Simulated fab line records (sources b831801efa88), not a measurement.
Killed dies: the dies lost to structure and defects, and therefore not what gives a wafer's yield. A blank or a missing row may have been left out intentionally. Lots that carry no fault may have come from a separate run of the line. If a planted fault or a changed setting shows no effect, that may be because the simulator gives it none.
Matching of chambers | flow sky130 | hdpcvd-01 running SKY_VIA4_HDPCVD_00: 3 sister chambers
The step deposits SiO2, target thk 1750 nm, time 291.7 s. 3 wafers are shown with their chamber, then 8 later ones without.

## WAFERS WITH THEIR CHAMBER
wafer  | chamber | run length s (s)
L119.2 | 1       | 319.3
L119.5 | 0       | 319.5
L122.1 | 2       | 320.0

## WAFERS WITHOUT THEIR CHAMBER
wafer  | run length s (s)
L122.3 | 320.0
L122.4 | 319.4
L124.1 | 319.4
L124.3 | 319.5
L124.6 | 319.2
L125.1 | 319.9
L125.4 | 319.6
L125.5 | 320.7

## WHICH CHAMBER EACH ONE RAN IN
wafer  | from the rows above          | in truth
L122.3 | can't be placed: 2 or 0      | 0
L122.4 | can't be placed: 1 or 0 or 2 | 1
L124.1 | can't be placed: 1 or 0 or 2 | 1
L124.3 | can't be placed: 0 or 1 or 2 | 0
L124.6 | can't be placed: 1 or 0      | 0
L125.1 | can't be placed: 2 or 0 or 1 | 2
L125.4 | can't be placed: 0 or 1 or 2 | 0
L125.5 | can't be placed: 2 or 0      | 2
0 of 8 placed correctly. Unplaceable from these rows: 8, with the true chamber sitting among the candidates in 8. 0 placed wrongly.
How it was worked out, from the rows above alone: a wafer's distance from a chamber is the root of the sum, over the readings, of the square of ((its reading less the chamber's mean) divided by the reading's scatter). If the next closest chamber is less than 2 further off than the closest, the wafer can't be placed; otherwise it belongs to the closest. The mean given for a chamber averages the wafers shown for that chamber. The scatter: root of mean squared gap, hidden wafer to nearest shown wafer, with one shown wafer a chamber.
